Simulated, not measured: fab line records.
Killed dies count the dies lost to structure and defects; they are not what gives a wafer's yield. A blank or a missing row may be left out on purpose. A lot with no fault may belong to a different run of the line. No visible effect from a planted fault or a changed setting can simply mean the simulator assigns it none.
fab line records ; flow sky130 ; part 2 of 2: steps 29 to 41 of 41
record lots=5; wafers=15; last_day=50
route steps=708 shown POLY_GATE@205 RES_PROTECT@206 LDD_N@237
lots that met no fault: from a run of the same line without faults
start_h: start of the lot's first displayed wafer, in hours after the record's first day ; wait_h: hours since the lot's step before ; " same as the row above ; L1.1+2: one row covering several wafers at once ; - value missing, or start not given ; * or withheld: withheld ; < > ~ a bound
route shown NAME@n: a module of which the file shows steps, and the number in the route of the first ; usual: mean and standard deviation over wafers with no fault ; same: alike in all rows ; chamber/n: place in a boat ; sites: readings site by site ; _std_site: the values' standard deviation ; _edge_site: inner sites' mean taken away from outer sites' mean ; radius_mm: how far each site lies from the wafer's centre ; mask NAME#n: copy n ; behind: the most recent tool/chamber to have shaped the wafer ; hold: why the lot went on hold/how many hours it stayed there/how the hold came to an end ; device: names the non-switching transistor (n, p or np) ; end of line: the tests these same wafers got at the end of their route ; a step given without rows: its recipe and nothing more ; killed: the dies lost at the first sort to structure and to defects; this is not the yield of the wafer ; map: per-die view of a wafer (x killed, . not killed, _ where there is no die)
set.NAME: the setting as run; set.NAME@STEP: as run at that earlier step ; model.NAME: the simulator's own value behind a step, which no gauge read
lots seen at some steps along the route; tables by step, rows by wafer
services: the hour from which a tool's chamber was out of use, counted from the record's first day as start_h (under 0 if before that day), plus the number of hours and why
## steps
# step SKY_POLY_GATE_CLEAN_19
# recipe chemistry=SC1/SC2; mix=1:4:20; temp_c=70; time_s=150; dry=n2_spin
# usual temp_c=69.99/0.1
lot.wafer;tool;chamber;start_h;wait_h;temp_c
L074.1;wet_bench-03;1;373.86;0.1;70.04
L074.5;wet_bench-03;1;373.86;0.1;69.99
L074.6;wet_bench-03;1;373.86;0.1;70.09
L087.1;wet_bench-04;3;502.93;0.1;69.97
L087.3;wet_bench-04;3;502.93;0.1;69.93
L087.5;wet_bench-04;3;502.93;0.1;70.13
L089.2;wet_bench-04;1;513.71;0.1;70.04
L089.4;wet_bench-04;1;513.71;0.1;70.08
L089.5;wet_bench-04;1;513.71;0.1;70.13
L093.1;wet_bench-04;0;545.21;0.1;69.99
L093.2;wet_bench-04;0;545.21;0.1;70.06
L093.6;wet_bench-04;0;545.21;0.1;69.97
L095.2;wet_bench-03;3;554.96;0.1;70.00
L095.3;wet_bench-03;3;554.96;0.1;69.95
L095.4;wet_bench-03;3;554.96;0.1;70.20
# step SKY_POLY_GATE_OXIDATION_20
# recipe temp_c=850; ambient=O2; stabilise_s=600; purge_s=300; target_thk_a=40; ox_time_s=899
# usual ox_temp_c_max=853.4/1; zone_power_lower_pct=16.9/1.8
# same purge_s=300
lot.wafer;tool;chamber;start_h;wait_h;ox_temp_c_max;zone_power_lower_pct
L074.1;furnace-01;0;380.53;6.6;852.3;15.5
L074.5;furnace-01;0;380.53;6.6;852.3;15.5
L074.6;furnace-01;0;380.53;6.6;852.1;15.3
L087.1;furnace-02;0;502.98;0.0;853.7;19.1
L087.3;furnace-02;0;502.98;0.0;854.0;18.8
L087.5;furnace-02;0;502.98;0.0;854.7;19.1
L089.2;furnace-02;0;513.76;0.0;854.7;18.9
L089.4;furnace-02;0;513.76;0.0;855.6;19.2
L089.5;furnace-02;0;513.76;0.0;854.7;18.9
L093.1;furnace-02;0;545.51;0.3;854.4;18.8
L093.2;furnace-02;0;545.51;0.3;854.3;19.3
L093.6;furnace-02;0;545.51;0.3;855.1;19.1
L095.2;furnace-02;0;555.01;0.0;853.2;19.4
L095.3;furnace-02;0;555.01;0.0;854.6;19.1
L095.4;furnace-02;0;555.01;0.0;853.5;19.1
# step SKY_POLY_GATE_THK_MEAS_21
# recipe reads=SiO2_of_POLY_GATE_OXIDATION_20
# usual POLY_GATE_OXIDATION_THK=4.00/0.072
lot.wafer;tool;chamber;start_h;wait_h;POLY_GATE_OXIDATION_THK[nm]
L074.1;film_metro-02;-;381.78;0.0;3.97
L074.5;film_metro-02;-;381.78;0.0;3.92
L074.6;film_metro-02;-;381.78;0.0;3.94
L087.1;film_metro-02;-;504.23;0.0;4.01
L087.3;film_metro-02;-;504.23;0.0;3.94
L087.5;film_metro-02;-;504.23;0.0;3.92
L089.2;film_metro-02;-;515.02;0.0;4.03
L089.4;film_metro-02;-;515.02;0.0;3.92
L089.5;film_metro-02;-;515.02;0.0;3.94
L093.1;film_metro-04;-;546.76;0.0;4.04
L093.2;film_metro-04;-;546.76;0.0;4.12
L093.6;film_metro-04;-;546.76;0.0;4.22
L095.2;film_metro-02;-;556.27;0.0;4.01
L095.3;film_metro-02;-;556.27;0.0;3.97
L095.4;film_metro-02;-;556.27;0.0;4.00
# step SKY_POLY_GATE_CD_MEAS_22
# usual cd_nm=150.2/2.1
lot.wafer;tool;chamber;start_h;wait_h;cd_nm
L074.1;cd_sem-01;-;381.84;0.1;146.6
L074.5;cd_sem-01;-;381.84;0.1;147.9
L074.6;cd_sem-01;-;381.84;0.1;144.7
L087.1;cd_sem-01;-;504.29;0.1;153.1
L087.3;cd_sem-01;-;504.29;0.1;151.7
L087.5;cd_sem-01;-;504.29;0.1;150.8
L089.2;cd_sem-01;-;515.10;0.1;149.0
L089.4;cd_sem-01;-;515.10;0.1;150.8
L089.5;cd_sem-01;-;515.10;0.1;148.9
L093.1;cd_sem-01;-;546.82;0.1;150.7
L093.2;cd_sem-01;-;546.82;0.1;148.6
L093.6;cd_sem-01;-;546.82;0.1;148.2
L095.2;cd_sem-02;-;556.35;0.1;145.9
L095.3;cd_sem-02;-;556.35;0.1;147.7
L095.4;cd_sem-02;-;556.35;0.1;149.1
# step SKY_LDD_N_DEHYDRATE_00
# recipe temp_c=200; time_s=60
# usual heater_power_total_W=160.37/0.12
lot.wafer;tool;chamber;start_h;wait_h;heater_power_total_W
L074.1;litho_track-01;0;394.79;12.9;160.50
L074.5;litho_track-01;0;394.79;12.9;160.14
L074.6;litho_track-01;0;394.79;12.9;160.23
L087.1;litho_track-04;0;519.07;14.7;160.35
L087.3;litho_track-04;0;519.07;14.7;160.32
L087.5;litho_track-04;0;519.07;14.7;160.49
L089.2;litho_track-04;0;530.04;14.9;160.53
L089.4;litho_track-04;0;530.04;14.9;160.32
L089.5;litho_track-04;0;530.04;14.9;160.24
L093.1;litho_track-03;0;561.52;14.7;160.36
L093.2;litho_track-03;0;561.52;14.7;160.29
L093.6;litho_track-03;0;561.52;14.7;160.14
L095.2;litho_track-04;0;570.74;14.4;160.41
L095.3;litho_track-04;0;570.74;14.4;160.35
L095.4;litho_track-04;0;570.74;14.4;160.52
# step SKY_LDD_N_HMDS_01
# recipe prime_time_s=60; prime_temp_c=120
lot.wafer;tool;chamber;start_h;wait_h
L074.1+5+6;litho_track-01;0;394.94;0.1
L087.1+3+5;litho_track-04;0;519.22;0.1
L089.2+4+5;litho_track-04;0;530.19;0.1
L093.1+2+6;litho_track-03;0;561.67;0.1
L095.2+3+4;litho_track-04;0;570.89;0.1
# step SKY_LDD_N_COAT_02
# recipe resist=NOVOLAK; spin_rpm=3000; resist_thk_nm=300
lot.wafer;tool;chamber;start_h;wait_h
L074.1+5+6;litho_track-01;0;395.09;0.1
L087.1+3+5;litho_track-04;0;519.37;0.1
L089.2+4+5;litho_track-04;0;530.34;0.1
L093.1+2+6;litho_track-03;0;561.82;0.1
L095.2+3+4;litho_track-04;0;571.04;0.1
# step SKY_LDD_N_SOFTBAKE_03
# recipe temp_c=90; time_s=60; resist=NOVOLAK
# usual heater_power_total_W=56.60/0.043
lot.wafer;tool;chamber;start_h;wait_h;heater_power_total_W
L074.1;litho_track-01;0;395.24;0.1;56.55
L074.5;litho_track-01;0;395.24;0.1;56.62
L074.6;litho_track-01;0;395.24;0.1;56.59
L087.1;litho_track-04;0;519.52;0.1;56.60
L087.3;litho_track-04;0;519.52;0.1;56.65
L087.5;litho_track-04;0;519.52;0.1;56.55
L089.2;litho_track-04;0;530.49;0.1;56.57
L089.4;litho_track-04;0;530.49;0.1;56.64
L089.5;litho_track-04;0;530.49;0.1;56.55
L093.1;litho_track-03;0;561.97;0.1;56.57
L093.2;litho_track-03;0;561.97;0.1;56.62
L093.6;litho_track-03;0;561.97;0.1;56.60
L095.2;litho_track-04;0;571.19;0.1;56.66
L095.3;litho_track-04;0;571.19;0.1;56.59
L095.4;litho_track-04;0;571.19;0.1;56.60
# step SKY_LDD_N_EXPOSE_04
# recipe mask_id=NTM; target_cd_nm=840; na=0.6; source_shape=conventional; sigma_outer=0.6; dose_mj=110
lot.wafer;tool;chamber;start_h;wait_h;mask
L074.1+5+6;iline_stepper-02;0;-;-;NTM#0
L087.1+3+5;iline_stepper-02;0;-;-;NTM#0
L089.2+4+5;iline_stepper-01;0;-;-;NTM#0
L093.1+2+6;iline_stepper-02;0;-;-;NTM#0
L095.2+3+4;iline_stepper-02;0;-;-;NTM#0
# step SKY_LDD_N_PEB_05
# recipe temp_c=withheld; time_s=*; resist=NOVOLAK
lot.wafer;tool;chamber;start_h;wait_h
L074.1+5+6;litho_track-04;0;-;-
L087.1+3+5;litho_track-03;0;-;-
L089.2+4+5;litho_track-04;0;-;-
L093.1+2+6;litho_track-03;0;-;-
L095.2+3+4;litho_track-01;0;-;-
# step SKY_LDD_N_DEVELOP_06
# recipe develop_time_s=60; dev_temp_c=23
lot.wafer;tool;chamber;start_h;wait_h
L074.1+5+6;litho_track-04;0;408.72;0.1
L087.1+3+5;litho_track-03;0;534.42;0.1
L089.2+4+5;litho_track-04;0;545.54;0.1
L093.1+2+6;litho_track-03;0;576.32;0.1
L095.2+3+4;litho_track-01;0;586.01;0.1
# step SKY_LDD_N_OVL_MEAS_07
# usual LDD_N_OVL=-0.9/1.3
lot.wafer;tool;chamber;start_h;wait_h;LDD_N_OVL[nm]
L074.1;overlay-02;-;408.87;0.1;-1.6
L074.5;overlay-02;-;408.87;0.1;-1.1
L074.6;overlay-02;-;408.87;0.1;-1.3
L087.1;overlay-02;-;534.57;0.1;0.6
L087.3;overlay-02;-;534.57;0.1;-1.7
L087.5;overlay-02;-;534.57;0.1;-1.5
L089.2;overlay-02;-;545.67;0.1;0.1
L089.4;overlay-02;-;545.67;0.1;0.0
L089.5;overlay-02;-;545.67;0.1;-0.1
L093.1;overlay-02;-;576.47;0.1;-1.2
L093.2;overlay-02;-;576.47;0.1;-0.6
L093.6;overlay-02;-;576.47;0.1;-1.3
L095.2;overlay-01;-;586.14;0.1;-0.3
L095.3;overlay-01;-;586.14;0.1;-1.2
L095.4;overlay-01;-;586.14;0.1;-0.8
# step SKY_LDD_N_IMPLANT_08
# recipe species=As; energy_kev=20; dose_cm2=7.5e+13; tilt_deg=withheld; rotation_deg=23
lot.wafer;tool;chamber;start_h;wait_h
L074.1+5+6;implanter-03;0;408.90;0.0
L087.1+3+5;implanter-03;0;535.07;0.5
L089.2+4+5;implanter-02;0;545.73;0.0
L093.1+2+6;implanter-01;0;576.50;0.0
L095.2+3+4;implanter-01;0;586.20;0.0
## services
tool;chamber;start_h;hours;kind
krf_scanner-01;-;310.69;3.5;repair
iline_stepper-02;-;319.81;8.9;pm
rie_diel-02;1;319.97;12.8;repair
iline_stepper-01;-;333.84;1.2;repair
rie_diel-02;3;354.61;3.8;repair
implanter-01;-;380.31;61.7;repair
lpcvd-02;-;382.15;3.6;repair
krf_scanner-01;-;382.85;0.8;repair
krf_scanner-01;-;386.01;0.8;pm
wet_bench-04;-;399.80;1.8;repair
iline_stepper-02;-;399.88;4.4;pm
iline_stepper-01;-;404.33;1.7;pm
furnace-02;-;409.61;3.5;pm
rie_diel-02;3;412.81;5.5;repair
lpcvd-02;-;427.18;1.7;repair
lpcvd-02;-;435.31;1.0;repair
rie_diel-02;-;437.88;0.3;repair
krf_scanner-01;-;441.72;4.4;pm
rie_diel-02;0;443.66;4.8;repair
rie_diel-02;2;454.26;4.1;repair
iline_stepper-02;-;474.97;1.8;repair
implanter-01;-;531.40;4.6;pm
rie_diel-02;0;534.37;2.1;repair
rie_diel-02;-;541.70;0.3;repair
